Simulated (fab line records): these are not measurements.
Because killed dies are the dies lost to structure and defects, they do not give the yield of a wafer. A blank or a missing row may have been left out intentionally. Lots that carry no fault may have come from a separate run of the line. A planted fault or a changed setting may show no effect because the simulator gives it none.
fab line records -- flow gf180mcu -- part 1 of 2: steps 1 to 26 of 34
[record] lots = 5, wafers = 15, last-day = 34
route steps=602 shown DUAL_GATE@142 POLY_GATE@157
lots with no fault: from the same line, run without faults
start-h: hours from the record's opening day to when the first of the lot's shown wafers began -- wait-h: time in hours since the lot's previous step -- " identical to the entry in the row above -- L1.1+2: a single row standing in for several wafers -- - either no value or no given start -- * or withheld: withheld -- < > ~ a bound
route shown NAME@n: names a module that has steps shown in the file, with the first one's number in the route -- usual: the fault-free wafers' mean and standard deviation -- same: alike in all rows -- chamber/n: place in a boat -- sites: per-site readings -- _std_site: their standard deviation -- _edge_site: outer sites' mean less inner sites' -- radius-mm: how far each site lies from the wafer's centre -- mask NAME#n: copy n -- behind: the most recent tool/chamber to have shaped the wafer -- hold: the reason the lot was held/the length of the hold in hours/how it ended -- device: which transistor (n, p or np) failed to switch -- end of line: at the end of the route, the tests of the same wafers -- step lacking rows: just its recipe -- killed: dies that structure and defects cost at the first sort, which is not the same as the wafer's yield -- map: per-die view of a wafer (x killed, . not killed, _ where there is no die)
set.NAME: the setting as run; set.NAME@STEP: as run at that earlier step -- model.NAME: the simulator's own value behind a step, which no gauge read
lots seen at some steps along the route; tables by step, rows by wafer
services: from which hour (start-h, from the record's first day; less than 0 if before it) a tool's chamber was out of use, for how many hours, and why
[[steps]]
[step GF_DUAL_GATE_CLEAN_01]
[recipe] chemistry = dHF, time-s = 20, dilution = 100:1, dry = ipa-marangoni
lot.wafer,tool,chamber,start-h,wait-h
L076.4+5+6,wet-bench-02,1,168.64,0.0
L077.1+2+3,wet-bench-02,1,179.17,0.0
L081.1+3+5,wet-bench-03,3,202.20,0.0
L088.1+3+6,wet-bench-02,1,254.23,0.0
L095.1+4+5,wet-bench-03,3,302.05,0.0
[step GF_DUAL_GATE_OXIDATION_02]
[recipe] temp-c = 900, ambient = O2, stabilise-s = 600, purge-s = 300, target-thk-a = 108.87, ox-time-s = 1602
lot.wafer,tool,chamber,start-h,wait-h
L076.4+5+6,furnace-02,0,168.65,0.0
L077.1+2+3,furnace-02,0,179.18,0.0
L081.1+3+5,furnace-01,0,203.26,1.0
L088.1+3+6,furnace-01,0,254.24,0.0
L095.1+4+5,furnace-02,0,302.06,0.0
[step GF_DUAL_GATE_THK_MEAS_03]
[recipe] reads = SiO2_of_DUAL_GATE_OXIDATION_02
[usual] DUAL_GATE_OXIDATION_00_THK = 10.95/0.2
lot.wafer,tool,chamber,start-h,wait-h,DUAL_GATE_OXIDATION_00_THK[nm]
L076.4,film-metro-01,-,170.13,0.0,11.17
L076.5,film-metro-01,-,170.13,0.0,11.18
L076.6,film-metro-01,-,170.13,0.0,10.98
L077.1,film-metro-02,-,180.63,0.0,11.04
L077.2,film-metro-02,-,180.63,0.0,11.09
L077.3,film-metro-02,-,180.63,0.0,10.82
L081.1,film-metro-02,-,204.71,0.0,10.73
L081.3,film-metro-02,-,204.71,0.0,10.61
L081.5,film-metro-02,-,204.71,0.0,10.36
L088.1,film-metro-01,-,255.69,0.0,11.16
L088.3,film-metro-01,-,255.69,0.0,11.18
L088.6,film-metro-01,-,255.69,0.0,11.20
L095.1,film-metro-02,-,303.51,0.0,11.08
L095.4,film-metro-02,-,303.51,0.0,10.95
L095.5,film-metro-02,-,303.51,0.0,11.04
[step GF_DUAL_GATE_DEHYDRATE_04]
[recipe] temp-c = 200, time-s = 60
[usual] exhaust-pa = 45.0/0.81, heater-power-total-W = 160.37/0.12
lot.wafer,tool,chamber,start-h,wait-h,exhaust-pa,heater-power-total-W
L076.4,litho-track-02,0,177.66,7.5,44.4,160.33
L076.5,litho-track-02,0,177.66,7.5,45.7,160.36
L076.6,litho-track-02,0,177.66,7.5,45.6,160.57
L077.1,litho-track-04,0,188.37,7.7,44.6,160.45
L077.2,litho-track-04,0,188.37,7.7,44.6,160.34
L077.3,litho-track-04,0,188.37,7.7,44.4,160.62
L081.1,litho-track-04,0,212.72,8.0,45.3,160.36
L081.3,litho-track-04,0,212.72,8.0,45.4,160.31
L081.5,litho-track-04,0,212.72,8.0,44.4,160.40
L088.1,litho-track-01,0,264.75,9.1,45.7,160.40
L088.3,litho-track-01,0,264.75,9.1,46.0,160.43
L088.6,litho-track-01,0,264.75,9.1,45.5,160.48
L095.1,litho-track-02,0,313.49,10.0,44.9,160.32
L095.4,litho-track-02,0,313.49,10.0,46.3,160.33
L095.5,litho-track-02,0,313.49,10.0,45.1,160.17
[step GF_DUAL_GATE_HMDS_05]
[recipe] prime-time-s = 60, prime-temp-c = 120
[usual] exhaust-pa = 45.0/0.88
lot.wafer,tool,chamber,start-h,wait-h,exhaust-pa
L076.4,litho-track-02,0,177.81,0.1,46.1
L076.5,litho-track-02,0,177.81,0.1,45.8
L076.6,litho-track-02,0,177.81,0.1,46.1
L077.1,litho-track-04,0,188.52,0.1,45.3
L077.2,litho-track-04,0,188.52,0.1,44.4
L077.3,litho-track-04,0,188.52,0.1,43.9
L081.1,litho-track-04,0,212.87,0.1,45.9
L081.3,litho-track-04,0,212.87,0.1,45.9
L081.5,litho-track-04,0,212.87,0.1,45.4
L088.1,litho-track-01,0,264.90,0.1,45.5
L088.3,litho-track-01,0,264.90,0.1,44.7
L088.6,litho-track-01,0,264.90,0.1,44.9
L095.1,litho-track-02,0,313.64,0.1,44.6
L095.4,litho-track-02,0,313.64,0.1,44.9
L095.5,litho-track-02,0,313.64,0.1,44.4
[step GF_DUAL_GATE_COAT_06]
[recipe] resist = NOVOLAK, spin-rpm = 3000, resist-thk-nm = 1000
[usual] dispense-pressure-kPa = 51/3.8, exhaust-pa = 44.8/0.88
lot.wafer,tool,chamber,start-h,wait-h,dispense-pressure-kPa,exhaust-pa
L076.4,litho-track-02,0,177.96,0.1,55,44.0
L076.5,litho-track-02,0,177.96,0.1,55,44.7
L076.6,litho-track-02,0,177.96,0.1,55,45.0
L077.1,litho-track-04,0,188.67,0.1,52,44.9
L077.2,litho-track-04,0,188.67,0.1,52,45.2
L077.3,litho-track-04,0,188.67,0.1,52,46.0
L081.1,litho-track-04,0,213.02,0.1,52,45.9
L081.3,litho-track-04,0,213.02,0.1,52,46.7
L081.5,litho-track-04,0,213.02,0.1,52,46.9
L088.1,litho-track-01,0,265.05,0.1,46,43.8
L088.3,litho-track-01,0,265.05,0.1,46,45.6
L088.6,litho-track-01,0,265.05,0.1,46,45.0
L095.1,litho-track-02,0,313.79,0.1,56,44.3
L095.4,litho-track-02,0,313.79,0.1,56,43.7
L095.5,litho-track-02,0,313.79,0.1,56,45.6
[step GF_DUAL_GATE_SOFTBAKE_07]
[recipe] temp-c = 90, time-s = 60, resist = NOVOLAK
[usual] exhaust-pa = 45.0/0.87, heater-power-total-W = 56.60/0.048
lot.wafer,tool,chamber,start-h,wait-h,exhaust-pa,heater-power-total-W
L076.4,litho-track-02,0,178.11,0.1,44.6,56.58
L076.5,litho-track-02,0,178.11,0.1,45.1,56.59
L076.6,litho-track-02,0,178.11,0.1,46.5,56.63
L077.1,litho-track-04,0,188.82,0.1,43.2,56.63
L077.2,litho-track-04,0,188.82,0.1,43.4,56.58
L077.3,litho-track-04,0,188.82,0.1,45.1,56.54
L081.1,litho-track-04,0,213.17,0.1,45.5,56.55
L081.3,litho-track-04,0,213.17,0.1,46.8,56.61
L081.5,litho-track-04,0,213.17,0.1,45.9,56.57
L088.1,litho-track-01,0,265.20,0.1,43.4,56.61
L088.3,litho-track-01,0,265.20,0.1,44.3,56.67
L088.6,litho-track-01,0,265.20,0.1,43.5,56.61
L095.1,litho-track-02,0,313.94,0.1,45.0,56.56
L095.4,litho-track-02,0,313.94,0.1,44.2,56.54
L095.5,litho-track-02,0,313.94,0.1,43.9,56.56
[step GF_DUAL_GATE_EXPOSE_08]
[recipe] mask-id = Dualgate, target-cd-nm = 700, na = 0.6, source-shape = conventional, sigma-outer = 0.6, dose-mj = 140
[usual] reticle-temp-C = 23.00/0.11
lot.wafer,tool,chamber,start-h,wait-h,mask,reticle-temp-C
L076.4,iline-stepper-02,0,-,-,Dualgate#0,22.85
L076.5,iline-stepper-02,0,-,-,Dualgate#0,22.99
L076.6,iline-stepper-02,0,-,-,Dualgate#0,23.01
L077.1,iline-stepper-02,0,-,-,Dualgate#0,22.95
L077.2,iline-stepper-02,0,-,-,Dualgate#0,23.16
L077.3,iline-stepper-02,0,-,-,Dualgate#0,23.05
L081.1,iline-stepper-01,0,-,-,Dualgate#0,23.05
L081.3,iline-stepper-01,0,-,-,Dualgate#0,23.02
L081.5,iline-stepper-01,0,-,-,Dualgate#0,22.92
L088.1,iline-stepper-01,0,-,-,Dualgate#0,22.94
L088.3,iline-stepper-01,0,-,-,Dualgate#0,23.08
L088.6,iline-stepper-01,0,-,-,Dualgate#0,23.07
L095.1,iline-stepper-02,0,-,-,Dualgate#0,23.09
L095.4,iline-stepper-02,0,-,-,Dualgate#0,23.12
L095.5,iline-stepper-02,0,-,-,Dualgate#0,22.98
[step GF_DUAL_GATE_PEB_09]
[recipe] temp-c = withheld, time-s = *, resist = NOVOLAK
[usual] exhaust-pa = 44.9/0.9
lot.wafer,tool,chamber,start-h,wait-h,exhaust-pa
L076.4,litho-track-01,0,-,-,44.7
L076.5,litho-track-01,0,-,-,45.5
L076.6,litho-track-01,0,-,-,45.9
L077.1,litho-track-02,0,-,-,43.2
L077.2,litho-track-02,0,-,-,43.2
L077.3,litho-track-02,0,-,-,45.4
L081.1,litho-track-01,0,-,-,45.5
L081.3,litho-track-01,0,-,-,46.0
L081.5,litho-track-01,0,-,-,44.3
L088.1,litho-track-01,0,-,-,44.8
L088.3,litho-track-01,0,-,-,45.9
L088.6,litho-track-01,0,-,-,43.8
L095.1,litho-track-04,0,-,-,45.4
L095.4,litho-track-04,0,-,-,43.5
L095.5,litho-track-04,0,-,-,45.0
[step GF_DUAL_GATE_DEVELOP_10]
[recipe] develop-time-s = 60, dev-temp-c = 23
[usual] exhaust-pa = 45.0/0.9
lot.wafer,tool,chamber,start-h,wait-h,exhaust-pa
L076.4,litho-track-01,0,186.37,0.1,43.8
L076.5,litho-track-01,0,186.37,0.1,44.9
L076.6,litho-track-01,0,186.37,0.1,44.9
L077.1,litho-track-02,0,197.09,0.1,42.7
L077.2,litho-track-02,0,197.09,0.1,44.2
L077.3,litho-track-02,0,197.09,0.1,44.1
L081.1,litho-track-01,0,221.30,0.1,45.0
L081.3,litho-track-01,0,221.30,0.1,44.8
L081.5,litho-track-01,0,221.30,0.1,45.8
L088.1,litho-track-01,0,274.80,0.1,45.3
L088.3,litho-track-01,0,274.80,0.1,44.7
L088.6,litho-track-01,0,274.80,0.1,46.4
L095.1,litho-track-04,0,324.57,0.1,45.6
L095.4,litho-track-04,0,324.57,0.1,45.8
L095.5,litho-track-04,0,324.57,0.1,46.0
[step GF_DUAL_GATE_OVL_MEAS_11]
[usual] DUAL_GATE_OVL = 1.7/1.3
lot.wafer,tool,chamber,start-h,wait-h,DUAL_GATE_OVL[nm]
L076.4,overlay-02,-,186.47,0.1,1.3
L076.5,overlay-02,-,186.47,0.1,3.2
L076.6,overlay-02,-,186.47,0.1,2.9
L077.1,overlay-01,-,197.24,0.1,0.4
L077.2,overlay-01,-,197.24,0.1,1.1
L077.3,overlay-01,-,197.24,0.1,1.0
L081.1,overlay-01,-,221.45,0.1,2.5
L081.3,overlay-01,-,221.45,0.1,2.4
L081.5,overlay-01,-,221.45,0.1,1.2
L088.1,overlay-02,-,274.95,0.1,-0.2
L088.3,overlay-02,-,274.95,0.1,1.9
L088.6,overlay-02,-,274.95,0.1,2.3
L095.1,overlay-01,-,324.72,0.1,2.1
L095.4,overlay-01,-,324.72,0.1,2.9
L095.5,overlay-01,-,324.72,0.1,4.5
[step GF_DUAL_GATE_WET_ETCH_12]
[recipe] chemistry = dHF, target-depth-nm = 13, dry = n2-spin, target = SiO2, temp-c = 25, dilution = 100:1, time-s = 260
lot.wafer,tool,chamber,start-h,wait-h
L076.4+5+6,wet-bench-02,2,186.48,0.0
L077.1+2+3,wet-bench-03,1,197.27,0.0
L081.1+3+5,wet-bench-02,1,221.48,0.0
L088.1+3+6,wet-bench-03,0,274.98,0.0
L095.1+4+5,wet-bench-02,0,324.76,0.0
[step GF_DUAL_GATE_STRIP_13]
[recipe] chemistry = O2/N2, power-w = 1400, pressure-mtorr = 1500, platen-temp-c = 250, o2-flow-sccm = 3000, n2-flow-sccm = 300, overash-fraction = 0.5
[usual] drypump-motor-current-A = 5.6/0.56, heater-power-w = 333/29, n2-flow-sccm = 300.1/0.83, oes-product-au = 0.716/0.0046, strip-time-to-endpoint-s = 12.64/0.032
lot.wafer,tool,chamber,start-h,wait-h,drypump-motor-current-A,heater-power-w,n2-flow-sccm,oes-product-au,rf-hours-counter-h,strip-time-to-endpoint-s
L076.4,plasma-asher-02,0,186.60,0.0,6.0,340,299.6,0.714,-,12.65
L076.5,plasma-asher-02,1,186.60,0.0,5.2,324,300.6,0.714,-,12.65
L076.6,plasma-asher-02,0,186.60,0.0,6.0,342,301.6,0.717,-,12.65
L077.1,plasma-asher-04,1,197.36,0.0,6.1,330,300.7,0.718,42,12.66
L077.2,plasma-asher-04,0,197.36,0.0,5.9,325,301.0,0.721,42,12.67
L077.3,plasma-asher-04,0,197.36,0.0,5.9,319,299.9,0.711,-,12.69
L081.1,plasma-asher-02,0,221.56,0.0,6.0,331,299.9,0.718,53,12.55
L081.3,plasma-asher-02,0,221.56,0.0,6.0,339,299.3,0.713,-,12.57
L081.5,plasma-asher-02,0,221.56,0.0,5.9,344,300.2,0.709,-,12.58
L088.1,plasma-asher-03,1,275.06,0.0,4.8,288,299.5,0.719,16,12.64
L088.3,plasma-asher-03,0,275.06,0.0,6.1,372,301.0,0.722,-,12.65
L088.6,plasma-asher-03,0,275.06,0.0,6.1,376,300.1,0.715,-,12.61
L095.1,plasma-asher-03,1,324.84,0.0,4.8,296,298.9,0.717,22,12.68
L095.4,plasma-asher-03,1,324.84,0.0,4.8,304,298.9,0.722,-,12.66
L095.5,plasma-asher-03,1,324.84,0.0,4.8,289,300.6,0.718,-,12.68
[step GF_DUAL_GATE_CLEAN_14]
[recipe] chemistry = SC1/SC2, mix = 1:4:20, temp-c = 70, time-s = 150, dry = n2-spin
[usual] bath-guard-temp-C = 70.1/0.39
lot.wafer,tool,chamber,start-h,wait-h,bath-guard-temp-C
L076.4,wet-bench-04,3,186.67,0.0,70.6
L076.5,wet-bench-04,3,186.67,0.0,70.3
L076.6,wet-bench-04,3,186.67,0.0,70.5
L077.1,wet-bench-04,0,197.46,0.1,69.5
L077.2,wet-bench-04,0,197.46,0.1,69.5
L077.3,wet-bench-04,0,197.46,0.1,69.8
L081.1,wet-bench-03,1,221.66,0.1,70.1
L081.3,wet-bench-03,1,221.66,0.1,70.2
L081.5,wet-bench-03,1,221.66,0.1,70.1
L088.1,wet-bench-02,0,275.16,0.1,69.5
L088.3,wet-bench-02,0,275.16,0.1,69.6
L088.6,wet-bench-02,0,275.16,0.1,69.5
L095.1,wet-bench-04,1,324.94,0.1,70.3
L095.4,wet-bench-04,1,324.94,0.1,70.1
L095.5,wet-bench-04,1,324.94,0.1,70.3
[step GF_DUAL_GATE_OXIDATION_15]
[recipe] temp-c = 850, ambient = O2, stabilise-s = 600, purge-s = 300, target-thk-a = 70.98, ox-time-s = 1995
lot.wafer,tool,chamber,start-h,wait-h
L076.4+5+6,furnace-02,0,187.49,0.8
L077.1+2+3,furnace-02,0,197.51,0.0
L081.1+3+5,furnace-02,0,222.29,0.6
L088.1+3+6,furnace-02,0,275.21,0.0
L095.1+4+5,furnace-02,0,324.99,0.0
[step GF_POLY_GATE_CVD_00]
[recipe] material = poly-Si, target-thk-nm = 200, temp-c = 620, time-s = 1200, pressure-mtorr = 200
lot.wafer,tool,chamber,start-h,wait-h
L076.4+5+6,lpcvd-02,1,189.04,0.0
L077.1+2+3,lpcvd-02,0,199.07,0.0
L081.1+3+5,lpcvd-01,1,223.84,0.0
L088.1+3+6,lpcvd-02,1,276.77,0.0
L095.1+4+5,lpcvd-01,0,326.55,0.0
[step GF_POLY_GATE_THK_MEAS_01]
[recipe] reads = poly-Si_of_POLY_GATE_CVD_00
[usual] POLY_GATE_CVD_00_THK = 200.4/1.9
lot.wafer,tool,chamber,start-h,wait-h,POLY_GATE_CVD_00_THK[nm]
L076.4,film-metro-03,-,190.41,0.0,203.4
L076.5,film-metro-03,-,190.41,0.0,203.3
L076.6,film-metro-03,-,190.41,0.0,202.9
L077.1,film-metro-02,-,200.40,0.0,200.5
L077.2,film-metro-02,-,200.40,0.0,201.6
L077.3,film-metro-02,-,200.40,0.0,202.5
L081.1,film-metro-02,-,225.17,0.0,198.8
L081.3,film-metro-02,-,225.17,0.0,198.5
L081.5,film-metro-02,-,225.17,0.0,199.1
L088.1,film-metro-02,-,278.10,0.0,197.0
L088.3,film-metro-02,-,278.10,0.0,198.5
L088.6,film-metro-02,-,278.10,0.0,198.8
L095.1,film-metro-02,-,327.88,0.0,198.2
L095.4,film-metro-02,-,327.88,0.0,200.0
L095.5,film-metro-02,-,327.88,0.0,200.6
[step GF_POLY_GATE_DEHYDRATE_02]
[recipe] temp-c = 200, time-s = 60
[usual] exhaust-pa = 44.8/0.81, heater-power-total-W = 160.38/0.13
lot.wafer,tool,chamber,start-h,wait-h,exhaust-pa,heater-power-total-W
L076.4,litho-track-01,0,198.12,7.7,44.7,160.31
L076.5,litho-track-01,0,198.12,7.7,45.1,160.54
L076.6,litho-track-01,0,198.12,7.7,45.7,160.55
L077.1,litho-track-03,0,208.69,8.3,45.0,160.27
L077.2,litho-track-03,0,208.69,8.3,44.3,160.50
L077.3,litho-track-03,0,208.69,8.3,44.3,160.48
L081.1,litho-track-01,0,233.60,8.4,44.5,160.52
L081.3,litho-track-01,0,233.60,8.4,45.1,160.42
L081.5,litho-track-01,0,233.60,8.4,45.5,160.43
L088.1,litho-track-01,0,287.05,8.9,43.9,160.53
L088.3,litho-track-01,0,287.05,8.9,43.9,160.39
L088.6,litho-track-01,0,287.05,8.9,44.4,160.47
L095.1,litho-track-01,0,338.00,10.1,45.0,160.30
L095.4,litho-track-01,0,338.00,10.1,46.8,160.36
L095.5,litho-track-01,0,338.00,10.1,44.8,160.33
[step GF_POLY_GATE_HMDS_03]
[recipe] prime-time-s = 60, prime-temp-c = 120
[usual] exhaust-pa = 45.0/0.94
lot.wafer,tool,chamber,start-h,wait-h,exhaust-pa
L076.4,litho-track-01,0,198.27,0.1,44.6
L076.5,litho-track-01,0,198.27,0.1,44.7
L076.6,litho-track-01,0,198.27,0.1,45.8
L077.1,litho-track-03,0,208.84,0.1,43.8
L077.2,litho-track-03,0,208.84,0.1,43.8
L077.3,litho-track-03,0,208.84,0.1,45.3
L081.1,litho-track-01,0,233.75,0.1,45.7
L081.3,litho-track-01,0,233.75,0.1,45.3
L081.5,litho-track-01,0,233.75,0.1,45.4
L088.1,litho-track-01,0,287.20,0.1,43.7
L088.3,litho-track-01,0,287.20,0.1,43.7
L088.6,litho-track-01,0,287.20,0.1,45.0
L095.1,litho-track-01,0,338.15,0.1,44.9
L095.4,litho-track-01,0,338.15,0.1,42.8
L095.5,litho-track-01,0,338.15,0.1,44.2
[step GF_POLY_GATE_COAT_04]
[recipe] resist = BARC, temp-c = withheld, time-s = withheld, spin-rpm = withheld, resist-thk-nm = withheld
[usual] dispense-pressure-kPa = 51/5.1, exhaust-pa = 44.9/0.94
lot.wafer,tool,chamber,start-h,wait-h,dispense-pressure-kPa,exhaust-pa
L076.4,litho-track-01,0,198.42,0.1,46,45.5
L076.5,litho-track-01,0,198.42,0.1,46,45.0
L076.6,litho-track-01,0,198.42,0.1,46,46.6
L077.1,litho-track-03,0,208.99,0.1,56,45.3
L077.2,litho-track-03,0,208.99,0.1,56,44.5
L077.3,litho-track-03,0,208.99,0.1,56,44.4
L081.1,litho-track-01,0,233.90,0.1,46,43.7
L081.3,litho-track-01,0,233.90,0.1,46,43.5
L081.5,litho-track-01,0,233.90,0.1,46,44.1
L088.1,litho-track-01,0,287.35,0.1,46,43.7
L088.3,litho-track-01,0,287.35,0.1,46,43.3
L088.6,litho-track-01,0,287.35,0.1,46,45.8
L095.1,litho-track-01,0,338.30,0.1,46,44.6
L095.4,litho-track-01,0,338.30,0.1,46,44.7
L095.5,litho-track-01,0,338.30,0.1,46,46.4
[step GF_POLY_GATE_COAT_05]
[recipe] resist = KrF, spin-rpm = withheld, resist-thk-nm = 700
[usual] dispense-pressure-kPa = 51/5.1, exhaust-pa = 44.9/1
lot.wafer,tool,chamber,start-h,wait-h,dispense-pressure-kPa,exhaust-pa
L076.4,litho-track-01,0,-,-,46,44.0
L076.5,litho-track-01,0,-,-,46,45.0
L076.6,litho-track-01,0,-,-,46,44.6
L077.1,litho-track-03,0,-,-,56,46.1
L077.2,litho-track-03,0,-,-,56,46.3
L077.3,litho-track-03,0,-,-,56,44.7
L081.1,litho-track-01,0,-,-,46,44.5
L081.3,litho-track-01,0,-,-,46,45.1
L081.5,litho-track-01,0,-,-,46,44.9
L088.1,litho-track-01,0,-,-,46,45.7
L088.3,litho-track-01,0,-,-,46,45.6
L088.6,litho-track-01,0,-,-,46,47.4
L095.1,litho-track-01,0,-,-,46,45.3
L095.4,litho-track-01,0,-,-,46,43.5
L095.5,litho-track-01,0,-,-,46,43.8
[step GF_POLY_GATE_SOFTBAKE_06]
[recipe] temp-c = 130, time-s = 60, resist = KrF
[usual] exhaust-pa = 44.9/0.93, heater-power-total-W = 93.05/0.06
lot.wafer,tool,chamber,start-h,wait-h,exhaust-pa,heater-power-total-W
L076.4,litho-track-01,0,-,-,46.0,93.15
L076.5,litho-track-01,0,-,-,45.7,93.07
L076.6,litho-track-01,0,-,-,44.9,93.16
L077.1,litho-track-03,0,-,-,45.2,93.08
L077.2,litho-track-03,0,-,-,44.6,93.10
L077.3,litho-track-03,0,-,-,43.7,93.00
L081.1,litho-track-01,0,-,-,44.2,92.99
L081.3,litho-track-01,0,-,-,45.1,93.10
L081.5,litho-track-01,0,-,-,43.1,92.92
L088.1,litho-track-01,0,-,-,45.9,93.02
L088.3,litho-track-01,0,-,-,46.3,93.05
L088.6,litho-track-01,0,-,-,46.1,93.02
L095.1,litho-track-01,0,-,-,43.4,93.03
L095.4,litho-track-01,0,-,-,43.4,93.01
L095.5,litho-track-01,0,-,-,44.2,93.08
[step GF_POLY_GATE_EXPOSE_07]
[recipe] mask-id = Poly2, target-cd-nm = 280, na = 0.68, source-shape = conventional, sigma-outer = 0.6, dose-mj = 28
[usual] reticle-temp-C = 23.00/0.099
lot.wafer,tool,chamber,start-h,wait-h,mask,reticle-temp-C
L076.4,krf-scanner-02,0,-,-,Poly2#0,23.03
L076.5,krf-scanner-02,0,-,-,Poly2#0,23.14
L076.6,krf-scanner-02,0,-,-,Poly2#0,23.01
L077.1,krf-scanner-01,0,-,-,Poly2#0,22.93
L077.2,krf-scanner-01,0,-,-,Poly2#0,23.10
L077.3,krf-scanner-01,0,-,-,Poly2#0,23.18
L081.1,krf-scanner-01,0,-,-,Poly2#0,22.94
L081.3,krf-scanner-01,0,-,-,Poly2#0,22.93
L081.5,krf-scanner-01,0,-,-,Poly2#0,22.86
L088.1,krf-scanner-02,0,-,-,Poly2#0,22.88
L088.3,krf-scanner-02,0,-,-,Poly2#0,23.09
L088.6,krf-scanner-02,0,-,-,Poly2#0,23.07
L095.1,krf-scanner-01,0,-,-,Poly2#0,22.97
L095.4,krf-scanner-01,0,-,-,Poly2#0,22.85
L095.5,krf-scanner-01,0,-,-,Poly2#0,22.95
[step GF_POLY_GATE_PEB_08]
[recipe] peb-temp-c = 135, peb-time-s = 90, resist = KrF
[usual] exhaust-pa = 45.1/0.84, heater-power-total-W = 85.70/0.088
lot.wafer,tool,chamber,start-h,wait-h,exhaust-pa,heater-power-total-W
L076.4,litho-track-02,0,-,-,45.1,85.72
L076.5,litho-track-02,0,-,-,44.8,85.64
L076.6,litho-track-02,0,-,-,44.3,85.80
L077.1,litho-track-02,0,-,-,46.8,85.73
L077.2,litho-track-02,0,-,-,45.8,85.77
L077.3,litho-track-02,0,-,-,44.7,85.72
L081.1,litho-track-01,0,-,-,44.5,85.72
L081.3,litho-track-01,0,-,-,45.1,85.81
L081.5,litho-track-01,0,-,-,45.8,85.69
L088.1,litho-track-03,0,-,-,44.9,85.57
L088.3,litho-track-03,0,-,-,45.3,85.72
L088.6,litho-track-03,0,-,-,44.8,85.70
L095.1,litho-track-01,0,-,-,45.4,85.73
L095.4,litho-track-01,0,-,-,44.6,85.60
L095.5,litho-track-01,0,-,-,45.1,85.80
[step GF_POLY_GATE_DEVELOP_09]
[recipe] develop-time-s = 60, resist = KrF, dev-temp-c = 21
[usual] exhaust-pa = 44.8/1
lot.wafer,tool,chamber,start-h,wait-h,exhaust-pa
L076.4,litho-track-02,0,207.36,0.1,46.2
L076.5,litho-track-02,0,207.36,0.1,45.9
L076.6,litho-track-02,0,207.36,0.1,45.8
L077.1,litho-track-02,0,217.84,0.2,44.9
L077.2,litho-track-02,0,217.84,0.2,45.1
L077.3,litho-track-02,0,217.84,0.2,43.3
L081.1,litho-track-01,0,243.50,0.2,44.7
L081.3,litho-track-01,0,243.50,0.2,45.3
L081.5,litho-track-01,0,243.50,0.2,44.0
L088.1,litho-track-03,0,297.39,0.2,44.2
L088.3,litho-track-03,0,297.39,0.2,44.4
L088.6,litho-track-03,0,297.39,0.2,43.7
L095.1,litho-track-01,0,348.95,0.2,44.3
L095.4,litho-track-01,0,348.95,0.2,46.3
L095.5,litho-track-01,0,348.95,0.2,44.2
[step GF_POLY_GATE_CD_MEAS_10]
[recipe] target-cd-nm = 280
[usual] cd-nm = 280.0/1.4
lot.wafer,tool,chamber,start-h,wait-h,cd-nm
L076.4,cd-sem-02,-,207.50,0.1,279.6
L076.5,cd-sem-02,-,207.50,0.1,281.4
L076.6,cd-sem-02,-,207.50,0.1,281.8
L077.1,cd-sem-02,-,217.99,0.1,279.4
L077.2,cd-sem-02,-,217.99,0.1,277.8
L077.3,cd-sem-02,-,217.99,0.1,279.5
L081.1,cd-sem-01,-,243.65,0.1,282.5
L081.3,cd-sem-01,-,243.65,0.1,282.4
L081.5,cd-sem-01,-,243.65,0.1,282.0
L088.1,cd-sem-02,-,297.54,0.1,281.7
L088.3,cd-sem-02,-,297.54,0.1,281.0
L088.6,cd-sem-02,-,297.54,0.1,281.4
L095.1,cd-sem-01,-,349.10,0.1,278.0
L095.4,cd-sem-01,-,349.10,0.1,279.0
L095.5,cd-sem-01,-,349.10,0.1,278.7
